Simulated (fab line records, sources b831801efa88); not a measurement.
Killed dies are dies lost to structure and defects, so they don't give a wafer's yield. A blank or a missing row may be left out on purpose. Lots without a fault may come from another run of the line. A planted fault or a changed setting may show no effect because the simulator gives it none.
One fault seen from 2 desks | flow gf180mcu | each desk has only its own numbers; what lay behind them comes last

THE METROLOGY DESK
What the gauges read, lot by lot, whatever tool the lot ran on: means of the sampled wafers that have a number. A lot is out of limits, marked OUT, if its mean lies more than 4 standard deviations from the usual mean; the brackets give that distance.
Columns: A = LVPWELL_TW at GF_LVPWELL_TW_MEAS_11, usual 562.4; B = LVPWELL_RS at GF_VT_IMPLANT_RS_MEAS_48, usual 1197 ohm/sq; C = M1_ALCU_RS at GF_M1_RS_MEAS_05, usual 0.0696 ohm/sq; D = V2_CVD_02_THK at GF_V2_THK_MEAS_03, usual 847 nm
lot  | first seen here | A               | B              | C      | D
L666 | day 4 03:14     | 560.5           | 1196           | 0.0695 | 843
L668 | day 4 16:07     | 562.1           | 1194           | 0.0696 | 848
L669 | day 4 22:26     | 559.8           | 1199           | 0.0700 | 837
L670 | day 5 00:49     | 567.3           | 1191           | 0.0702 | 822
L672 | day 5 12:38     | 561.1           | 1194           | 0.0702 | 851
L673 | day 5 18:17     | 560.9           | 1200           | 0.0686 | 851
L674 | day 6 01:02     | 563.1           | 1197           | 0.0694 | 851
L680 | day 7 10:16     | 614.4 (+21) OUT | 1009 (-55) OUT | 0.0694 | 839
L681 | day 7 14:14     | 615.6 (+21) OUT | 1009 (-55) OUT | 0.0694 | 854
L684 | day 8 09:29     | 559.9           | 1199           | 0.0694 | 843
L685 | day 8 14:56     | 563.1           | 1193           | 0.0695 | 862
L686 | day 8 18:13     | 565.3           | 1190           | 0.0687 | 840
This desk's finding: out of limits on L680, L681; first on L680, day 7 10:16 (LVPWELL_TW at GF_LVPWELL_TW_MEAS_11). In limits: L666, L668, L669, L670, L672, L673, L674, L684, L685, L686.

THE TOOL OWNER'S DESK: implanter-04
The tool's own readings at GF_LVPWELL_IMPLANT_08: means of the sampled wafers that have a number, for each lot that ran on this tool. A lot is out of limits, marked OUT, if its mean lies more than 4 standard deviations from the usual mean; the brackets give that distance.
Columns: A = dose_ions_cm2 at GF_LVPWELL_IMPLANT_08, usual 1.5002e+13; B = faraday_current_uA at GF_LVPWELL_IMPLANT_08, usual 84.8
lot  | first seen here | A                            | B
L666 | day 4 02:50     | 1.4981e+13                   | 86.5
L669 | day 4 22:03     | 1.5001e+13                   | 84.1
L673 | day 5 17:53     | 1.5005e+13                   | 85.7
L680 | day 7 09:52     | 2.1042e+13 (+99 or more) OUT | 116.9 (+19) OUT
L681 | day 7 13:50     | 2.1040e+13 (+99 or more) OUT | 118.5 (+20) OUT
This desk's finding: out of limits on L680, L681; first on L680, day 7 09:52 (dose_ions_cm2 at GF_LVPWELL_IMPLANT_08). In limits: L666, L669, L673.

PUT TOGETHER
The tool owner's desk could have raised an alarm at day 7 09:52, on L680, L681.
The metrology desk could have raised an alarm at day 7 10:16, on L680, L681.
Of the lots named, all ran GF_LVPWELL_IMPLANT_08 on implanter-04.

WHAT THE SIMULATOR HAD PUT IN
Process parameter drift: implanter-04, from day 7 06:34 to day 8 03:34, at GF_LVPWELL_IMPLANT_08. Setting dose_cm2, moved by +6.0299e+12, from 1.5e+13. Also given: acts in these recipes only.
Lots struck among those shown: L680, L681.
Hours from the fault's start to each desk's first reading out of limits: the tool owner's desk, 3; the metrology desk, 4.
